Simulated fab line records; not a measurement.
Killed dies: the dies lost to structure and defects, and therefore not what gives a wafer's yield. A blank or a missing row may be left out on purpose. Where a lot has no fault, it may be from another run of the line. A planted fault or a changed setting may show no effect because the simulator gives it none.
Which tool is to blame? | flow sky130 | 10 lots, 30 wafers sampled, at 6 steps of a route of 708

WHAT THE GAUGES READ, wafer by wafer
Not one reading of a measure or inspect step in the record can be checked against a usual standard deviation.

EACH LOT AND THE TOOL THAT RAN IT (in order: tool; ch and the chambers of the sampled wafers; start)
lot  | SKY_METAL4_SPUTTER_02        | SKY_METAL4_STRIP_19                  | SKY_VIA4_CVD_18               | SKY_METAL5_METAL_ETCH_15          | SKY_METAL5_STRIP_16                  | SKY_PAD_OPEN_PROBE_99
L359 | pvd-sputter-02, day 40 23:43 | plasma-asher-03 ch 0,1, day 43 00:44 | cvd-w-01 ch 0,1, day 44 01:59 | rie-metal-01 ch 0,1, day 45 00:50 | plasma-asher-02 ch 0,1, day 45 01:04 | -
L360 | pvd-sputter-02, day 41 02:45 | plasma-asher-04 ch 0,1, day 43 03:24 | cvd-w-01 ch 0,1, day 44 03:35 | rie-metal-02 ch 0,1, day 45 02:51 | plasma-asher-02 ch 0,1, day 45 03:02 | -
L361 | pvd-sputter-04, day 41 11:18 | plasma-asher-01 ch 0,1, day 43 10:50 | cvd-w-02 ch 0,1, day 44 11:15 | rie-metal-01 ch 0,1, day 45 09:40 | plasma-asher-01 ch 0,1, day 45 09:54 | -
L363 | pvd-sputter-03, day 41 20:15 | plasma-asher-03 ch 0,1, day 43 19:25 | cvd-w-02 ch 0,1, day 44 19:13 | rie-metal-03 ch 0,1, day 45 17:53 | plasma-asher-02 ch 0,1, day 45 18:07 | -
L362 | pvd-sputter-02, day 41 22:39 | plasma-asher-01 ch 0,1, day 43 21:43 | cvd-w-01 ch 0,1, day 44 21:55 | rie-metal-01 ch 0,1, day 45 20:08 | plasma-asher-01 ch 0,1, day 45 20:22 | -
L364 | pvd-sputter-02, day 42 08:57 | plasma-asher-04 ch 0,1, day 44 07:29 | cvd-w-01 ch 0,1, day 45 07:05 | rie-metal-02 ch 0,1, day 46 05:17 | plasma-asher-01 ch 0,1, day 46 05:31 | -
L366 | pvd-sputter-04, day 43 00:46 | plasma-asher-01 ch 0,1, day 44 22:42 | cvd-w-02 ch 0, day 45 21:34   | rie-metal-02 ch 0,1, day 46 19:20 | plasma-asher-02 ch 0,1, day 46 19:34 | prober-01, day 48 12:35
L368 | pvd-sputter-04, day 43 06:00 | plasma-asher-04 ch 0,1, day 45 04:56 | cvd-w-01 ch 0,1, day 46 04:14 | rie-metal-02 ch 0,1, day 47 01:05 | plasma-asher-01 ch 0,1, day 47 01:19 | prober-02, day 48 19:20
L375 | pvd-sputter-04, day 45 10:38 | plasma-asher-04 ch 0,1, day 47 04:43 | cvd-w-01 ch 0,1, day 48 01:51 | rie-metal-01 ch 0,1, day 48 21:21 | plasma-asher-02 ch 0,1, day 48 21:32 | prober-01, day 50 09:56
L377 | pvd-sputter-04, day 46 00:42 | plasma-asher-01 ch 0,1, day 47 17:59 | cvd-w-01 ch 0,1, day 48 14:28 | rie-metal-02 ch 0,1, day 49 09:23 | plasma-asher-01 ch 0, day 49 09:37   | -
- SKY_METAL4_SPUTTER_02: material AlCu, target thk 735 nm, time 39.1 s.
- SKY_METAL4_STRIP_19: strips in O2/N2.
- SKY_VIA4_CVD_18: deposits W, target thk 505 nm, time 152.14 s.
- SKY_METAL5_METAL_ETCH_15: etches the open film in Cl2/BCl3, stops on SiO2, target depth 1260 nm, time 252 s.
- SKY_METAL5_STRIP_16: strips in O2/N2.
- SKY_PAD_OPEN_PROBE_99

WHAT THE TOOLS THEMSELVES READ (means of the sampled wafers that have a number; where no wafer has one, the mark that the record gives instead)
SKY_METAL4_SPUTTER_02. Usual: 30.0 % for throttle-valve-pct, sd 0.64.
lot  | tool           | throttle-valve-pct (%) | flag
L359 | pvd-sputter-02 | 30.1                   |
L360 | pvd-sputter-02 | 30.2                   |
L361 | pvd-sputter-04 | 29.3                   |
L363 | pvd-sputter-03 | 29.9                   |
L362 | pvd-sputter-02 | 29.8                   |
L364 | pvd-sputter-02 | 30.1                   |
L366 | pvd-sputter-04 | 29.3                   |
L368 | pvd-sputter-04 | 30.4                   |
L375 | pvd-sputter-04 | 29.5                   |
L377 | pvd-sputter-04 | 29.8                   |

SKY_METAL4_STRIP_19. Usual: drypump-motor-current-A 5.54 A, standard deviation 0.23; oes-product-au 0.499 a.u., standard deviation 0.0071; strip-time-to-endpoint-s 6.48 s, standard deviation 0.14.
lot  | tool            | drypump-motor-current-A (A) | oes-product-au (a.u.) | strip-time-to-endpoint-s (s) | flag
L359 | plasma-asher-03 | 5.76                        | 0.492                 | 6.32                         |
L360 | plasma-asher-04 | 5.61                        | 0.501                 | 6.52                         |
L361 | plasma-asher-01 | 5.31                        | 0.499                 | 6.46                         |
L363 | plasma-asher-03 | 5.78                        | 0.495                 | 6.43                         |
L362 | plasma-asher-01 | 5.31                        | 0.488                 | 6.29                         |
L364 | plasma-asher-04 | 5.49                        | 0.499                 | 6.60                         |
L366 | plasma-asher-01 | 5.32                        | 0.505                 | 6.59                         |
L368 | plasma-asher-04 | 5.49                        | 0.508                 | 6.69                         |
L375 | plasma-asher-04 | 5.61                        | 0.506                 | 6.47                         |
L377 | plasma-asher-01 | 5.31                        | 0.498                 | 6.43                         |

SKY_VIA4_CVD_18. Usual: 887 W for heater-power-w, sd 120.
lot  | tool     | heater-power-w (W) | flag
L359 | cvd-w-01 | 786                |
L360 | cvd-w-01 | 834                |
L361 | cvd-w-02 | 957                |
L363 | cvd-w-02 | 1015               |
L362 | cvd-w-01 | 824                |
L364 | cvd-w-01 | 825                |
L366 | cvd-w-02 | 1093               |
L368 | cvd-w-01 | 822                |
L375 | cvd-w-01 | 837                |
L377 | cvd-w-01 | 831                |

SKY_METAL5_METAL_ETCH_15. Usual: drypump-motor-current-A 5.8 A, standard deviation 0.35; oes-product-au 0.895 a.u., standard deviation 0.0049; rf-fwd-power-W 897.8 W, standard deviation 2.8; throttle-valve-pct 22.264 %, standard deviation 0.0089.
lot  | tool         | drypump-motor-current-A (A) | oes-product-au (a.u.) | rf-fwd-power-W (W) | throttle-valve-pct (%) | flag
L359 | rie-metal-01 | 5.6                         | 0.900                 | 897.4              | 22.263                 |
L360 | rie-metal-02 | 6.1                         | 0.896                 | 895.2              | 22.265                 |
L361 | rie-metal-01 | 5.8                         | 0.892                 | 895.6              | 22.257                 |
L363 | rie-metal-03 | 5.8                         | 0.895                 | 894.1              | 22.276                 |
L362 | rie-metal-01 | 5.8                         | 0.897                 | 896.7              | 22.263                 |
L364 | rie-metal-02 | 6.1                         | 0.894                 | 899.3              | 22.267                 |
L366 | rie-metal-02 | 6.1                         | 0.894                 | 899.2              | 22.250                 |
L368 | rie-metal-02 | 5.9                         | 0.896                 | 897.2              | 22.275                 |
L375 | rie-metal-01 | 5.5                         | 0.847                 | 892.5              | 22.268                 | OFF
L377 | rie-metal-02 | 6.1                         | 0.894                 | 900.2              | 22.266                 |

SKY_METAL5_STRIP_16. Usual: drypump-motor-current-A 5.49 A, standard deviation 0.18; oes-product-au 0.710 a.u., standard deviation 0.0045; strip-time-to-endpoint-s 12.99 s, standard deviation 0.27.
lot  | tool            | drypump-motor-current-A (A) | oes-product-au (a.u.) | strip-time-to-endpoint-s (s) | flag
L359 | plasma-asher-02 | 5.48                        | 0.711                 | 13.21                        |
L360 | plasma-asher-02 | 5.49                        | 0.712                 | 12.99                        |
L361 | plasma-asher-01 | 5.38                        | 0.710                 | 13.12                        |
L363 | plasma-asher-02 | 5.52                        | 0.713                 | 12.93                        |
L362 | plasma-asher-01 | 5.32                        | 0.711                 | 13.12                        |
L364 | plasma-asher-01 | 5.39                        | 0.712                 | 12.87                        |
L366 | plasma-asher-02 | 5.49                        | 0.712                 | 12.89                        |
L368 | plasma-asher-01 | 5.39                        | 0.709                 | 12.63                        |
L375 | plasma-asher-02 | 5.49                        | 0.706                 | 14.29                        | OFF
L377 | plasma-asher-01 | 5.46                        | 0.707                 | 12.86                        |

SKY_PAD_OPEN_PROBE_99. Usual: defect-limited-yield 82.6 %, standard deviation 1.8; killed_at_M0_to_M3 44, standard deviation 6.9; killed_at_M4_up 3.2, standard deviation 1.8; killed-at-contacts 23, standard deviation 5.2; killed-at-front-end 15, standard deviation 4.5; killed-at-other 0.3, standard deviation 0.56; killed-dies 85, standard deviation 8.8; killed-on-rim 17, standard deviation 3.5; killed-open 47, standard deviation 6.7; killed-short 39, standard deviation 6.4; sort_bin_3_pad_short 0.8 %, standard deviation 0.4; sort_bin_5_function 10.2 %, standard deviation 1.3; sort_bin_6_memory 6.4 %, standard deviation 1.1; sort-n-pass 407, standard deviation 8.8; sort-yield-pct 82.6 %, standard deviation 1.8.
lot  | tool      | defect-limited-yield (%) | killed_at_M0_to_M3 | killed_at_M4_up | killed-at-contacts | killed-at-front-end | killed-at-other | killed-dies | killed-on-rim | killed-open | killed-short | sort_bin_3_pad_short (%) | sort_bin_5_function (%) | sort_bin_6_memory (%) | sort-n-pass | sort-yield-pct (%) | flag
L366 | prober-01 | 81.6                     | 45                 | 4.0             | 23                 | 18                  | 0.0             | 91          | 16            | 50          | 40           | 0.7                      | 11.4                    | 6.4                   | 401         | 81.6               |
L368 | prober-02 | 82.0                     | 46                 | 5.3             | 22                 | 15                  | 1.0             | 89          | 20            | 50          | 39           | 0.7                      | 11.2                    | 6.2                   | 403         | 82.0               |
L375 | prober-01 | 53.8                     | 47                 | 135.0           | 27                 | 18                  | 0.3             | 227         | 43            | 54          | 42           | 0.9                      | 37.6                    | 7.7                   | 265         | 53.8               | OFF

THE ANSWER, worked out from the rows above alone
Rule: take the mean of a lot's wafers that have a number; if it is more than 3 standard deviations from the usual mean, the lot is off. Also off: a lot with no number at a reading for which 4 or more lots have one. Any other lot the step has rows for is counted as sound. Order of review: gauges by route order, followed by the tools' own readings, for which a lot's mean as printed above is used. The first step at which some lot is off is used, and at that step the reading that is off furthest; a lot without a number counts as furthest.
Off at SKY_METAL5_METAL_ETCH_15 (oes-product-au): L375.
A tool fits if, at that step or a process step before it, it ran every lot that is off, and no sound lot after the first of them. 2 tools fit, plasma-asher-04 at SKY_METAL4_STRIP_19 and rie-metal-01 at SKY_METAL5_METAL_ETCH_15, so this cannot tell which one it is.

WHAT THE SIMULATOR HAD INSERTED
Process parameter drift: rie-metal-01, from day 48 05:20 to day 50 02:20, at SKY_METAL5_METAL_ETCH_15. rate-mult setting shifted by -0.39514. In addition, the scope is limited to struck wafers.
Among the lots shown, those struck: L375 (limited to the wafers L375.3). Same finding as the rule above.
